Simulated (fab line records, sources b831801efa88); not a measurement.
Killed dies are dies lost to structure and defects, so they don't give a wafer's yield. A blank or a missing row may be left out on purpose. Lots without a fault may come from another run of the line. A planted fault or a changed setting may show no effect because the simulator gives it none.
Which tool did it? | flow sky130 | 13 lots, 39 wafers sampled, at 4 steps of a route of 708

WHAT THE GAUGES READ, wafer by wafer
SKY_GATE_OXIDE_THK_MEAS_02.
lot  | measured     | on            | GATE_OXIDE_OXIDATION_00_THK (nm)
L734 | day 12 11:32 | film_metro-03 | 10.49 10.31 10.34
L735 | day 13 01:47 | film_metro-04 | 10.27 10.10 9.96
L736 | day 13 07:46 | film_metro-04 | 10.28 10.25 10.23
L740 | day 15 01:12 | film_metro-04 | 10.38 10.56 10.47
L741 | day 15 02:04 | film_metro-01 | 10.25 10.35 10.25
L742 | day 15 10:44 | film_metro-04 | 10.09 10.07 10.06
L744 | day 16 06:16 | film_metro-01 | 10.26 10.18 10.22
L748 | day 17 06:34 | film_metro-04 | 10.20 10.30 10.23
L749 | day 18 06:05 | film_metro-03 | 10.20 10.04 10.11
L752 | day 19 05:36 | film_metro-01 | 10.20 10.31 10.29
L753 | day 19 06:35 | film_metro-04 | 10.56 10.61 10.53
L755 | day 20 00:49 | film_metro-04 | 10.16 10.41 10.38
L757 | day 21 08:56 | film_metro-01 | 10.26 10.15 10.22

SKY_LDD_P_TW_MEAS_11.
lot  | measured     | on            | LDD_P_TW
L734 | day 18 13:26 | film_metro-03 | 649 647 644
L735 | day 19 10:10 | film_metro-04 | 637 636 638
L736 | day 19 13:32 | film_metro-01 | 637 641 641
L740 | day 21 16:13 | film_metro-04 | 635 634 632
L741 | day 21 16:32 | film_metro-01 | 639 640 644
L742 | day 22 01:42 | film_metro-01 | 639 637 639
L744 | day 23 00:13 | film_metro-03 | 648 647 648
L748 | day 24 01:45 | film_metro-04 | 639 636 634
L749 | day 25 00:56 | film_metro-01 | 638 633 636
L752 | day 25 21:56 | film_metro-03 | 648 651 651
L753 | day 25 23:03 | film_metro-03 | 647 649 645
L755 | day 26 15:23 | film_metro-04 | 639 637 637
L757 | day 27 22:19 | film_metro-03 | 659 656 654

WHICH TOOL RAN EACH LOT (tool, then ch and the chambers of the sampled wafers, then the start)
lot  | SKY_VT_ADJUST_PCH_STRIP_09           | SKY_RES_PROTECT_DEHYDRATE_00
L734 | plasma_asher-01 ch 1, day 10 04:34   | litho_track-03 ch 0, day 14 03:34
L735 | plasma_asher-01 ch 0,1, day 10 19:09 | litho_track-03 ch 0, day 14 19:28
L736 | plasma_asher-01 ch 0,1, day 10 23:25 | litho_track-03 ch 0, day 15 02:02
L740 | plasma_asher-04 ch 0,1, day 12 06:46 | litho_track-04 ch 0, day 16 23:22
L741 | plasma_asher-02 ch 0,1, day 12 11:00 | litho_track-01 ch 0, day 16 23:32
L742 | plasma_asher-02 ch 0,1, day 12 19:36 | litho_track-01 ch 0, day 17 08:20
L744 | plasma_asher-04 ch 0,1, day 13 15:07 | litho_track-03 ch 0, day 18 05:53
L748 | plasma_asher-01 ch 0,1, day 14 15:28 | litho_track-01 ch 0, day 19 07:03
L749 | plasma_asher-02 ch 0,1, day 15 10:54 | litho_track-04 ch 0, day 20 07:02
L752 | plasma_asher-01 ch 0,1, day 16 06:43 | litho_track-03 ch 0, day 21 06:46
L753 | plasma_asher-04 ch 0,1, day 16 10:19 | litho_track-03 ch 0, day 21 08:37
L755 | plasma_asher-04 ch 0,1, day 17 03:52 | litho_track-04 ch 0, day 22 00:10
L757 | plasma_asher-01 ch 0,1, day 18 12:55 | litho_track-01 ch 0, day 23 10:26
- SKY_VT_ADJUST_PCH_STRIP_09: strips in O2/N2.
- SKY_RES_PROTECT_DEHYDRATE_00: time 60 s.

WHAT THE TOOLS THEMSELVES READ (means of the sampled wafers that have a number; where no wafer has one, the mark that the record gives instead)
SKY_VT_ADJUST_PCH_STRIP_09.
lot  | tool            | drypump_motor_current_A (A) | oes_product_au (a.u.) | strip_time_to_endpoint_s (s)
L734 | plasma_asher-01 | 5.6                         | 0.718                 | 36.88
L735 | plasma_asher-01 | 5.8                         | 0.723                 | 36.94
L736 | plasma_asher-01 | 6.1                         | 0.723                 | 36.86
L740 | plasma_asher-04 | 5.4                         | 0.724                 | 36.87
L741 | plasma_asher-02 | 6.2                         | 0.721                 | 36.89
L742 | plasma_asher-02 | 6.1                         | 0.723                 | 36.85
L744 | plasma_asher-04 | 5.4                         | 0.720                 | 36.96
L748 | plasma_asher-01 | 5.8                         | 0.720                 | 37.04
L749 | plasma_asher-02 | 6.1                         | 0.725                 | 36.76
L752 | plasma_asher-01 | 5.8                         | 0.724                 | 36.92
L753 | plasma_asher-04 | 5.4                         | 0.723                 | 36.92
L755 | plasma_asher-04 | 5.2                         | 0.722                 | 36.80
L757 | plasma_asher-01 | 6.0                         | 0.723                 | 37.10

SKY_RES_PROTECT_DEHYDRATE_00.
lot  | tool           | exhaust_pa (Pa) | heater_power_total_W (W) | plate_temp_C (C)
L734 | litho_track-03 | 44.6            | 160.40                   | 199.94
L735 | litho_track-03 | 44.9            | 160.31                   | 199.82
L736 | litho_track-03 | 44.4            | 160.37                   | 199.89
L740 | litho_track-04 | 44.7            | 160.29                   | 199.92
L741 | litho_track-01 | 44.7            | 160.41                   | 200.06
L742 | litho_track-01 | 45.5            | 160.40                   | 200.15
L744 | litho_track-03 | 44.6            | 160.49                   | 199.97
L748 | litho_track-01 | 46.3            | 160.32                   | 199.91
L749 | litho_track-04 | 44.1            | 160.43                   | 200.09
L752 | litho_track-03 | 45.1            | 167.55                   | 207.26
L753 | litho_track-03 | 45.2            | 167.71                   | 207.30
L755 | litho_track-04 | 44.9            | 160.47                   | 199.60
L757 | litho_track-01 | 44.2            | 160.46                   | 199.82

THE ANSWER, worked out from the rows above alone
Rule: what is usual is taken from the lots themselves. Put in order of their means at a reading, lots are off if they are a third of the lots or fewer, leave a main group of 4 or more, and stand apart from it by a gap of 3 or more times the standard deviation of the main group's means; of several such gaps the widest counts. A main group whose means are all the same, to the digits that the tables above print for the reading, isn't used. A lot without any number at a reading at which 4 lots or more have one is off too. The other lots that the step has rows for count as sound. The gauges are gone through in route order, then the tools' own readings, and for those a lot's mean is taken as printed above. The first step at which some lot is off is used, and at that step the reading that is off furthest; a lot without a number counts as furthest.
Off: L752, L753, at SKY_RES_PROTECT_DEHYDRATE_00 (heater_power_total_W). The main group: mean 160.40 W, standard deviation 0.064.
A tool fits if, at that step or a process step before it, it ran every lot that is off, and no sound lot after the first of them. One fits: litho_track-03 at SKY_RES_PROTECT_DEHYDRATE_00. Its last sound lot is L744 (day 18 05:53), its first lot that is off L752 (day 21 06:46): a fault that began between those two fits.
The tool's own readings at SKY_RES_PROTECT_DEHYDRATE_00 bear it out: on the lots that are off they differ by more than 5 times the standard deviation of the sound lots' means. heater_power_total_W reads 167.63 W there against 160.40 W on the sound lots; plate_temp_C reads 207.28 C there against 199.92 C on the sound lots.

WHAT THE SIMULATOR HAD PUT IN
Process parameter drift: litho_track-03, from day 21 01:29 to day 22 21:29, at SKY_RES_PROTECT_DEHYDRATE_00. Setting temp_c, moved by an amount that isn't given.
Lots struck among those shown: L752, L753. The rule above found the same.
